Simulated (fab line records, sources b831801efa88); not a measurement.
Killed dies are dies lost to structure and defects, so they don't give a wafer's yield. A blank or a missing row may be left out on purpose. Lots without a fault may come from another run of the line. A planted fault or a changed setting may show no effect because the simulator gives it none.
A struck lot beside a sound one | flow sky130 | 16 steps out of a route of 708
Sound: wafers L831.1, L831.3, L831.4. Struck: wafers L836.3, L836.6. (L836.4 of the same lot was not struck and is left out.) The cause comes at the end.
At each step with rows: each side's tool, then ch and its chambers, then its first start. Under that, the readings that differ: sound wafers | struck wafers | difference of the means | sigmas: that difference in standard deviations of wafers without a fault.
alike: readings whose means differ by less than 2 such deviations, and words and numbers that are the same on both sides. not compared: withheld readings, readings that some wafer has no value for, bounds like >300 that may hide the same value, and numbers for which the record gives no deviation and whose values overlap.
The two part at a step that has a row with sigmas, a row that says differs or no value, or rows on one side only. Numbers that don't overlap but have no deviation are shown without sigmas and don't part them. A reading that every wafer of one side lacks parts them only if that side has two wafers or more.

first, 8 steps without rows for these wafers: SKY_METAL2_DEHYDRATE_07 (time 60 s); SKY_METAL2_HMDS_08 (prime time 60 s); SKY_METAL2_COAT_09 (resist thk 60 nm); SKY_METAL2_COAT_10 (resist thk 450 nm); SKY_METAL2_SOFTBAKE_11 (time 90 s); SKY_METAL2_EXPOSE_12 (exposes mask MM2, target cd 140 nm); SKY_METAL2_PEB_13; SKY_METAL2_DEVELOP_14 (develop time 60 s).
SKY_METAL2_CD_MEAS_15: target cd 140 nm.
  sound on cd_sem-02, day 35 20:34; struck on cd_sem-02, day 37 15:45
  alike: cd_nm
SKY_METAL2_OVL_MEAS_16:
  sound on overlay-01, day 35 20:41; struck on overlay-01, day 37 15:50
  alike: METAL2_OVL
SKY_METAL2_DESCUM_17: chemistry O2, time 8 s.
  sound on rie_metal-04 ch 0,1, day 35 20:44; struck on rie_metal-04 ch 0, day 37 15:53
  alike: drypump_motor_current_A, oes_product_au
  not compared: rf_hours_counter_h
SKY_METAL2_ETCH_18: etches BARC in N2/H2, stops on SiO2, time 45.9 s, target depth 60 nm.
  sound on rie_metal-04 ch 0,1, day 35 20:46; struck on rie_metal-04 ch 0, day 37 15:55
  reading             | sound             | struck      | difference | sigmas
  h2_flow_sccm (sccm) | 199.2 200.1 198.9 | 200.8 201.1 | +1.5       | +3
  alike: bias_w, drypump_motor_current_A, oes_product_au, throttle_valve_pct
  not compared: rf_hours_counter_h
SKY_METAL2_METAL_ETCH_19: etches the open film in Cl2/BCl3, stops on SiO2, target depth 360 nm, time 78 s.
  sound on rie_metal-04 ch 0,1, day 35 20:49; struck on rie_metal-04 ch 0, day 37 15:59
  reading                                       | sound             | struck      | difference | sigmas
  bias_w (W)                                    | 48.32 48.69 48.42 | 59.26 59.39 | +10.85     | +77
  model.KrF-thick_of_METAL2_COAT_10.thk_nm (nm) | 160.6 163.5 164.9 | 143.8 141.7 | -20.2      |
  model.SiO2_of_VIA1_HDPCVD_00.thk_nm (nm)      | 331.7 331.2 329.8 | 329.2 329.4 | -1.6       |
  alike: drypump_motor_current_A, oes_product_au, throttle_valve_pct
  not compared: rf_hours_counter_h
SKY_METAL2_STRIP_20: strips in O2/N2.
  sound on plasma_asher-01 ch 0,1, day 35 20:55; struck on plasma_asher-01 ch 0, day 37 16:05
  reading                      | sound          | struck    | difference | sigmas
  strip_time_to_endpoint_s (s) | 2.71 2.73 2.77 | 2.53 2.50 | -0.22      | -6
  alike: drypump_motor_current_A, oes_product_au
  not compared: rf_hours_counter_h
then, 2 steps without rows for these wafers: SKY_METAL2_STRIP_21 (strips in post etch residue remover, time 1200 s); SKY_PAD_OPEN_PROBE_99.

WHERE THEY PART
First at SKY_METAL2_ETCH_18; last, within this record, at SKY_METAL2_STRIP_20.

WHY: what the simulator had put in
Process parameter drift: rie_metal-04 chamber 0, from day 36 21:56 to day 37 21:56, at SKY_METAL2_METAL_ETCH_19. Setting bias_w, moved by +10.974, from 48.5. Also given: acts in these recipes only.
